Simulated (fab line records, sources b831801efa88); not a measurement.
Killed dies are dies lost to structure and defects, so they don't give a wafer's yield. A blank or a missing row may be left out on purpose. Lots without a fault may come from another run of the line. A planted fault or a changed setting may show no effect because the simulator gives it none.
Chamber matching | flow gf180mcu | GF_V1_CMP_04 on cmp-01: 4 sister chambers
The step polishes SiO2. 8 wafers are shown with their chamber, then 7 later ones without.

WAFERS WITH THEIR CHAMBER
wafer  | chamber | time_to_endpoint_s (s) | motor_current_A (A)
L487.5 | 0       | 73                     | 11.4
L495.1 | 2       | 75                     | 11.6
L495.2 | 1       | 86                     | 12.4
L496.1 | 3       | 76                     | 12.2
L496.4 | 1       | 88                     | 13.0
L496.5 | 3       | 84                     | 13.0
L499.2 | 0       | 77                     | 12.2
L499.5 | 2       | 81                     | 11.9

WAFERS WITHOUT THEIR CHAMBER
wafer  | time_to_endpoint_s (s) | motor_current_A (A)
L499.6 | 81                     | 12.8
L500.1 | 83                     | 13.2
L500.3 | 73                     | 11.7
L500.6 | 82                     | 13.0
L501.2 | 78                     | 12.1
L501.4 | 85                     | 12.4
L501.6 | 82                     | 11.9

WHICH CHAMBER EACH WENT THROUGH
wafer  | from the rows above               | in truth
L499.6 | can't be placed: 3 or 1 or 2      | 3
L500.1 | can't be placed: 1 or 3 or 2      | 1
L500.3 | can't be placed: 0 or 2           | 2
L500.6 | can't be placed: 3 or 1 or 2      | 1
L501.2 | can't be placed: 2 or 0 or 3 or 1 | 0
L501.4 | can't be placed: 1 or 3 or 2      | 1
L501.6 | can't be placed: 2 or 3 or 0 or 1 | 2
Placed correctly: 0 of 7. Can't be placed from these rows: 7 (the true chamber is among the candidates in 7). Placed wrongly: 0.
How it was worked out, from the rows above alone: a wafer's distance from a chamber is the root of the sum, over the readings, of the square of ((its reading less the chamber's mean) divided by the reading's scatter). The wafer belongs to the nearest chamber; if the next one is less than 2 further off, it can't be placed. A chamber's mean is the mean of its shown wafers. The scatter: the root of (the sum of the squares of (reading less its chamber's mean) over the shown wafers, divided by (wafers less chambers)).
